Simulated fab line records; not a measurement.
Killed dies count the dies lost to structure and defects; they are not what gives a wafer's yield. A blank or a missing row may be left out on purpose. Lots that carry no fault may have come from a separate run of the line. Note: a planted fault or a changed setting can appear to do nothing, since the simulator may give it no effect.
fab line records | flow gf180mcu
record lots=12 wafers=36 last-day=34
route steps=602 shown V3@446 M4@471 M5@536 TOP_METAL@577
lots that met no fault: from a run of the same line without faults
start-h: the number of hours between the record's first day and the start of the first shown wafer of the lot | wait-h: hours since the lot's step before | " same as the row above | L1.1+2: one row covering several wafers at once | - either no value or no given start | * or withheld: withheld | < > ~ a bound
route shown NAME@n: NAME is a module with steps in the file, n the number in the route of the first one | usual: mean/standard deviation of fault-free wafers | same: alike in all rows | chamber/n: place in a boat | sites: per-site readings | _std_site: their standard deviation | _edge_site: the outer-site mean with the inner-site mean subtracted | radius-mm: for every site, how far away it sits from the centre of the wafer | mask NAME#n: copy n | behind: the last tool/chamber to shape the wafer | hold: the reason the lot was held/the length of the hold in hours/how it ended | device: whichever transistor did not switch (one of n, p or np) | end of line: the route-end tests of the same wafers | step lacking rows: just its recipe | killed: count of dies lost to structure and defects at first sort (not the wafer's yield) | map: the dies of a wafer, with x for killed, . for not killed, _ for no die there
set.NAME: the setting the step ran with; set.NAME@STEP: the setting that earlier step ran with | model.NAME: the simulator's own value behind a step, which no gauge read
route steps across a sampled set of lots; one table per step, one row per wafer
services: from which hour (start-h, from the record's first day; less than 0 if before it) a tool's chamber was out of use, for how many hours, and why
## steps
# step GF_V3_ETCH_17
# recipe chemistry=C4F8/O2/Ar mask-material=KrF target=SiO2 stop-on=TiN source-w=1500 bias-w=1200 pressure-mtorr=40 c4f8-flow-sccm=withheld O2_flow_sccm=6 Ar_flow_sccm=300 time-s=withheld target-depth-a=6350
# usual oes-product-au=0.855/0.0049
# columns lot.wafer tool chamber start-h wait-h oes-product-au
L584.1 rie-diel-04 1 - - 0.861
L584.4 " 1 " " 0.854
L584.6 " 1 " " 0.858
L585.1 rie-diel-02 2 - - 0.858
L585.2 " 3 " " 0.855
L585.3 " 0 " " 0.853
L586.2 rie-diel-01 2 - - 0.853
L586.3 " 1 " " 0.856
L586.5 " 2 " " 0.855
L587.2 rie-diel-01 0 - - 0.853
L587.4 " 1 " " 0.857
L587.5 " 0 " " 0.863
L589.2 rie-diel-01 0 - - 0.850
L589.3 " 2 " " 0.855
L589.4 " 0 " " 0.858
L591.3 rie-diel-01 0 - - 0.849
L591.5 " 2 " " 0.859
L591.6 " 3 " " 0.864
L590.1 rie-diel-04 3 - - 0.852
L590.4 " 3 " " 0.859
L590.5 " 2 " " 0.853
L592.1 rie-diel-02 1 - - 0.863
L592.3 " 3 " " 0.851
L592.5 " 1 " " 0.853
L602.4 rie-diel-01 2 - - 0.849
L602.5 " 0 " " 0.854
L602.6 " 3 " " 0.854
L603.3 rie-diel-02 0 - - 0.852
L603.5 " 1 " " 0.848
L603.6 " 0 " " 0.851
L604.2 rie-diel-04 0 - - 0.849
L604.4 " 2 " " 0.860
L604.5 " 2 " " 0.862
L606.1 rie-diel-02 0 - - 0.857
L606.2 " 2 " " 0.862
L606.5 " 1 " " 0.852
# step GF_M4_OVL_MEAS_15
# usual M4_OVL=0/5.5
# columns lot.wafer tool chamber start-h wait-h M4_OVL[nm]
L584.1 overlay-01 - 549.89 0.1 4
L584.4 " - " " -3
L584.6 " - " " 4
L585.1 overlay-02 - 554.79 0.1 1
L585.2 " - " " -1
L585.3 " - " " 5
L586.2 overlay-01 - 569.40 0.1 10
L586.3 " - " " 10
L586.5 " - " " 5
L587.2 overlay-01 - 584.22 0.1 1
L587.4 " - " " 5
L587.5 " - " " -4
L589.2 overlay-02 - 606.35 0.1 2
L589.3 " - " " -2
L589.4 " - " " -2
L591.3 overlay-02 - 609.20 0.1 -5
L591.5 " - " " -1
L591.6 " - " " -8
L590.1 overlay-01 - 614.09 0.1 -3
L590.4 " - " " 4
L590.5 " - " " -1
L592.1 overlay-01 - 621.09 0.1 10
L592.3 " - " " 3
L592.5 " - " " -5
L602.4 overlay-01 - 693.71 0.1 4
L602.5 " - " " 7
L602.6 " - " " 12
L603.3 overlay-01 - 700.65 0.1 -3
L603.5 " - " " 2
L603.6 " - " " 6
L604.2 overlay-02 - 701.97 0.1 -9
L604.4 " - " " -6
L604.5 " - " " -5
L606.1 overlay-02 - 721.42 0.1 -4
L606.2 " - " " 1
L606.5 " - " " 4
# step GF_M5_METAL_ETCH_10
# recipe chemistry=Cl2/BCl3 mask-material=KrF target-depth-nm=627.5 stop-on=SiO2 pressure-mtorr=8 icp-w=800 bias-w=140 Cl2_flow_sccm=80 bcl3-flow-sccm=40 time-s=104.6
# usual drypump-motor-current-A=5.53/0.22 he-backside-leak-sccm=3.40/0.27 oes-product-au=0.965/0.0062 throttle-valve-pct=28.258/0.01
# columns lot.wafer tool chamber start-h wait-h drypump-motor-current-A he-backside-leak-sccm oes-product-au rf-hours-counter-h throttle-valve-pct
L584.1 rie-metal-04 0 619.60 0.0 5.44 3.66 0.960 4.2 28.272
L584.4 " 1 " " 5.60 3.00 0.964 - 28.234
L584.6 " 1 " " 5.61 3.28 0.973 - 28.274
L585.1 rie-metal-04 0 623.80 0.0 5.46 3.50 0.969 4.3 28.266
L585.2 " 1 " " 5.64 3.14 0.955 5.7 28.263
L585.3 " 0 " " 5.45 3.50 0.958 - 28.249
L586.2 rie-metal-03 1 637.39 0.0 5.40 3.39 0.969 12.2 28.255
L586.3 " 0 " " 5.41 3.01 0.965 - 28.256
L586.5 " 1 " " 5.42 3.32 0.968 - 28.261
L587.2 rie-metal-03 0 650.19 0.0 5.40 3.28 0.969 5.2 28.249
L587.4 " 1 " " 5.41 3.33 0.968 - 28.249
L587.5 " 1 " " 5.41 3.35 0.973 - 28.247
L589.2 rie-metal-03 1 670.15 0.0 5.41 3.60 0.976 13.3 28.256
L589.3 " 1 " " 5.40 3.39 0.956 - 28.256
L589.4 " 0 " " 5.40 3.36 0.960 - 28.261
L591.3 rie-metal-04 0 673.64 0.0 5.48 3.57 0.972 - 28.268
L591.5 " 0 " " 5.46 3.51 0.959 - 28.253
L591.6 " 1 " " 5.64 3.51 0.959 - 28.254
L590.1 rie-metal-04 1 678.20 0.0 5.62 3.07 0.966 7.3 28.254
L590.4 " 1 " " 5.60 3.05 0.966 - 28.262
L590.5 " 0 " " 5.45 3.71 0.959 - 28.265
L592.1 rie-metal-04 1 685.36 0.0 5.62 3.03 0.963 7.7 28.254
L592.3 " 0 " " 5.45 3.59 0.960 - 28.272
L592.5 " 0 " " 5.47 3.62 0.964 - 28.253
L602.4 rie-metal-01 0 753.04 0.0 5.32 3.53 0.956 - 28.243
L602.5 " 0 " " 5.32 3.49 0.961 - 28.258
L602.6 " 1 " " 5.97 3.47 0.965 - 28.242
L603.3 rie-metal-01 1 757.84 0.0 5.99 3.62 0.956 - 28.265
L603.5 " 0 " " 5.31 3.44 0.965 - 28.237
L603.6 " 1 " " 5.96 3.47 0.969 - 28.260
L604.2 rie-metal-01 0 759.09 0.0 5.32 3.32 0.971 5.1 28.265
L604.4 " 1 " " 5.97 3.47 0.975 - 28.256
L604.5 " 1 " " 5.96 3.34 0.970 - 28.246
L606.1 rie-metal-03 0 775.84 0.0 5.43 3.14 0.963 10.2 28.250
L606.2 " 1 " " 5.40 3.65 0.966 2.6 28.246
L606.5 " 0 " " 5.40 3.23 0.963 - 28.235
# step GF_TOP_METAL_SOFTBAKE_10
# recipe temp-c=90 time-s=60 resist=NOVOLAK
# usual chill-plate-temp-C=23.00/0.11 heater-power-total-W=56.59/0.048 run-length-s=89.32/0.17
# columns lot.wafer tool chamber start-h wait-h chill-plate-temp-C heater-power-total-W run-length-s
L584.1 litho-track-01 0 652.92 0.1 22.95 56.59 89.46
L584.4 " 0 " " 22.97 56.51 89.39
L584.6 " 0 " " 22.88 56.62 89.41
L585.1 litho-track-01 0 658.12 0.1 23.04 56.54 89.58
L585.2 " 0 " " 22.89 56.59 89.41
L585.3 " 0 " " 23.04 56.60 89.44
L586.2 litho-track-01 0 670.00 0.1 23.03 56.60 89.59
L586.3 " 0 " " 23.10 56.70 89.51
L586.5 " 0 " " 23.01 56.54 89.41
L587.2 litho-track-01 0 683.15 0.1 22.88 56.60 89.41
L587.4 " 0 " " 22.99 56.52 89.46
L587.5 " 0 " " 23.13 56.63 89.64
L589.2 litho-track-01 0 701.95 0.1 23.04 56.64 89.32
L589.3 " 0 " " 23.02 56.49 89.67
L589.4 " 0 " " 23.00 56.49 89.39
L591.3 litho-track-01 0 705.67 0.1 23.00 56.62 89.47
L591.5 " 0 " " 23.17 56.60 89.62
L591.6 " 0 " " 22.98 56.55 89.33
L590.1 litho-track-01 0 709.42 0.1 22.97 56.64 89.44
L590.4 " 0 " " 23.05 56.66 89.66
L590.5 " 0 " " 23.01 56.68 89.33
L592.1 litho-track-01 0 715.57 0.1 22.85 56.60 89.46
L592.3 " 0 " " 22.83 56.59 89.45
L592.5 " 0 " " 22.88 56.67 89.49
L602.4 litho-track-02 0 780.62 0.1 23.01 58.91 82.97
L602.5 " 0 " " 22.97 58.91 82.69
L602.6 " 0 " " 22.95 58.89 82.75
L603.3 litho-track-02 0 785.49 0.1 23.22 58.96 82.70
L603.5 " 0 " " 23.22 58.84 82.62
L603.6 " 0 " " 23.01 58.93 83.00
L604.2 litho-track-01 0 786.89 0.1 22.90 56.61 89.56
L604.4 " 0 " " 23.00 56.61 89.58
L604.5 " 0 " " 22.92 56.60 89.37
L606.1 litho-track-03 0 802.46 0.1 23.05 56.55 89.02
L606.2 " 0 " " 22.96 56.52 89.16
L606.5 " 0 " " 23.06 56.67 89.07
## services
# columns tool chamber start-h hours kind
rie-diel-04 0 524.69 5.6 repair
rie-metal-04 0 530.74 1.9 repair
rie-diel-01 1 536.99 5.5 repair
rie-diel-01 2 552.85 2.5 repair
rie-diel-02 2 562.25 20.6 repair
rie-metal-03 - 607.84 1.1 repair
rie-diel-04 1 639.03 5.0 repair
rie-diel-04 0 645.29 13.5 repair
rie-diel-02 3 672.21 9.9 repair
rie-diel-04 2 687.17 13.0 repair
rie-diel-01 - 689.84 2.8 pm
rie-diel-01 2 693.54 4.7 repair
rie-metal-01 0 712.85 5.2 repair
rie-metal-03 - 715.70 14.6 pm
rie-diel-04 0 723.44 2.7 repair
rie-diel-01 0 724.92 9.8 repair
rie-diel-04 1 733.38 19.6 repair
rie-diel-04 3 741.27 4.5 repair
rie-diel-04 3 758.13 3.8 repair
rie-metal-01 - 766.79 2.8 pm
rie-metal-01 1 773.21 3.8 repair
rie-diel-04 2 787.77 2.5 repair
rie-diel-02 3 790.27 10.7 repair
rie-diel-04 - 792.40 2.8 pm
## key
first-sign step=GF_TOP_METAL_SOFTBAKE_10 reading=heater-power-total-W direction=up sigmas=48 usual=56.59 struck=58.91
effect step=GF_TOP_METAL_SOFTBAKE_10 reading=run-length-s direction=down sigmas=40 usual=* struck=*
met-at GF_TOP_METAL_SOFTBAKE_10
struck-lots L602,L603
not-acting-at GF_V3_ETCH_17,GF_M4_OVL_MEAS_15,GF_M5_METAL_ETCH_10
fault kind=process-parameter-drift tool=litho-track-02 chamber=- onset-h=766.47 steps=GF_TOP_METAL_SOFTBAKE_10 channel=time-s offset=* shape=step end-h=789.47 acts-in=* stated=*
